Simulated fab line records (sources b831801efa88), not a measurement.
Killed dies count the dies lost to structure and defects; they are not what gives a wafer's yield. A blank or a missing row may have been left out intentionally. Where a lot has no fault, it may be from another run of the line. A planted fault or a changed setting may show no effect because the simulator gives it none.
A lot that was struck, set against a sound lot / flow sky130 / 21 out of 708 route steps
Sound: the wafers L200.1, L200.3, L200.5. Struck: wafers L205.3, L205.6. (L205.5 of the same lot was not struck and is left out.) The cause comes at the end.
For every step that has rows: the tool of each side, followed by ch and its chambers, followed by its first start. Under that, the readings that differ: sound wafers / struck wafers / difference of the means / sigmas: that difference in standard deviations of wafers without a fault.
alike: same words and numbers on both sides, and readings whose means sit less than 2 such deviations apart. not compared: any withheld reading, any reading some wafer has no value for, any bound like >300 that may hide the same value, and any number with overlapping values for which the record gives no deviation.
A row with sigmas, a row that says differs or no value, or rows on one side alone: a step with any of these is where the two part. When numbers do not overlap yet have no deviation, they are printed without sigmas and do not part them. A reading that every wafer of one side lacks parts them only if that side has two wafers or more.

first, 8 steps without rows for these wafers: SKY_DNWELL_DEHYDRATE_00 (time 60 s); SKY_DNWELL_HMDS_01 (prime time 60 s); SKY_DNWELL_COAT_02 (resist thk 3000 nm); SKY_DNWELL_SOFTBAKE_03; SKY_DNWELL_EXPOSE_04 (exposes mask DNM, target cd 3000 nm); SKY_DNWELL_PEB_05; SKY_DNWELL_DEVELOP_06 (develop time 60 s); SKY_DNWELL_IMPLANT_07.
SKY_DNWELL_STRIP_08: strips in O2/N2.
  sound on plasma-asher-02 ch 0,1, day 4 09:24; struck on plasma-asher-02 ch 0,1, day 5 10:15
  alike: drypump-motor-current-A, oes-product-au, strip-time-to-endpoint-s
  not compared: rf-hours-counter-h
SKY_DNWELL_TW_MEAS_09:
  sound: film-metro-01 at day 4 09:30; struck: film-metro-01 at day 5 10:20
  alike: DNWELL_TW
then, 2 steps without rows for these wafers: SKY_PWDE_DEHYDRATE_00 (time 60 s); SKY_PWDE_HMDS_01 (prime time 60 s).
SKY_PWDE_COAT_02: resist thk 3000 nm.
  sound on litho-track-02 ch 0, day 4 17:25; struck on litho-track-04 ch 0, day 5 19:42
reading=model.coat_of_PWDE_COAT_02.thk-nm (nm); sound=3003 3006 3004; struck=1116 1112; difference=-1890; sigmas=
then, 3 steps without rows for these wafers: SKY_PWDE_SOFTBAKE_03; SKY_PWDE_EXPOSE_04 (exposes mask PWDEM, target cd 840 nm); SKY_PWDE_PEB_05.
SKY_PWDE_DEVELOP_06: develop time 60 s.
  sound on litho-track-02 ch 0; struck on litho-track-02 ch 0
reading=model.coat_of_PWDE_COAT_02.thk-nm (nm); sound=2999 3002 3000; struck=1112 1107; difference=-1891; sigmas=
SKY_PWDE_OVL_MEAS_07:
  sound: overlay-02 at day 5 02:34; struck: overlay-02 at day 6 04:41
  alike: PWDE_OVL
next, for these wafers, 1 step has no rows: SKY_PWDE_IMPLANT_08.
SKY_PWDE_STRIP_09: strips in O2/N2.
  sound on plasma-asher-04 ch 0,1, day 5 02:45; struck on plasma-asher-02 ch 0,1, day 6 04:53
reading=strip-time-to-endpoint-s (s); sound=36.95 36.99 36.98; struck=14.87 14.80; difference=-22.14; sigmas=-99 or more
  alike: drypump-motor-current-A, oes-product-au
  not compared: rf-hours-counter-h
SKY_PWDE_TW_MEAS_10:
  sound: film-metro-04 at day 5 02:51; struck: film-metro-01 at day 6 04:58
  alike: PWDE_TW

## WHERE THEY PART
Only at SKY_PWDE_STRIP_09, as far as this record shows. Later steps at which nothing parts them and some readings are alike: SKY_PWDE_TW_MEAS_10.

WHY: what the simulator had put in
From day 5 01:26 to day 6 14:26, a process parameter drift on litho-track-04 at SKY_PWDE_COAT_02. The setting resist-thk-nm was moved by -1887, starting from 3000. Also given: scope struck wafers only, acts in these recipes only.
